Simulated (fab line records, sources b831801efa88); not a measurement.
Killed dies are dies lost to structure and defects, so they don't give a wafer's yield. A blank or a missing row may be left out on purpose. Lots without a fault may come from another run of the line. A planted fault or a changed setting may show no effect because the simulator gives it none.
Which tool did it? | flow sky130 | 12 lots, 36 wafers sampled, at 1 step of a route of 708

WHAT THE GAUGES READ, wafer by wafer
SKY_METAL2_RS_MEAS_05: measures by four-point-probe.
lot  | measured     | on            | METAL2_ALCU_RS (ohm/sq)
L746 | day 34 02:52 | film_metro-02 | 0.1248 0.1237 0.1239
L747 | day 34 04:19 | film_metro-04 | 0.1283 0.1270 0.1252
L748 | day 34 20:07 | film_metro-02 | 0.1270 0.1255 0.1254
L749 | day 35 01:46 | film_metro-03 | 0.1247 0.1239 0.1258
L750 | day 35 04:06 | film_metro-03 | 0.1263 0.1249 0.1240
L752 | day 35 22:58 | film_metro-02 | 0.1254 0.1255 0.1268
L751 | day 36 02:38 | film_metro-03 | 0.1251 0.1247 0.1256
L754 | day 37 01:25 | film_metro-04 | 0.1263 0.1255 0.1260
L758 | day 38 06:11 | film_metro-04 | 0.1292 0.1297 0.1297
L762 | day 39 02:53 | film_metro-04 | 0.1260 0.1267 0.1256
L764 | day 39 20:19 | film_metro-03 | 0.1281 0.1278 0.1299
L768 | day 40 14:49 | film_metro-03 | 0.1295 0.1278 0.1297

WHICH TOOL RAN EACH LOT (tool, then ch and the chambers of the sampled wafers, then the start)
The record holds no process step before these readings.

WHAT THE TOOLS THEMSELVES READ (means of the sampled wafers that have a number; where no wafer has one, the mark that the record gives instead)
The record holds no such reading with a usual standard deviation.

THE ANSWER, worked out from the rows above alone
Rule: what is usual is taken from the lots themselves. Put in order of their means at a reading, lots are off if they are a third of the lots or fewer, leave a main group of 4 or more, and stand apart from it by a gap of 3 or more times the standard deviation of the main group's means; of several such gaps the widest counts. A main group whose means are all the same, to the digits that the tables above print for the reading, isn't used. A lot without any number at a reading at which 4 lots or more have one is off too. The other lots that the step has rows for count as sound. The gauges are gone through in route order, then the tools' own readings, and for those a lot's mean is taken as printed above. The first step at which some lot is off is used, and at that step the reading that is off furthest; a lot without a number counts as furthest.
No lot is off at any reading shown: from this, nothing can be told.

WHAT THE SIMULATOR HAD PUT IN
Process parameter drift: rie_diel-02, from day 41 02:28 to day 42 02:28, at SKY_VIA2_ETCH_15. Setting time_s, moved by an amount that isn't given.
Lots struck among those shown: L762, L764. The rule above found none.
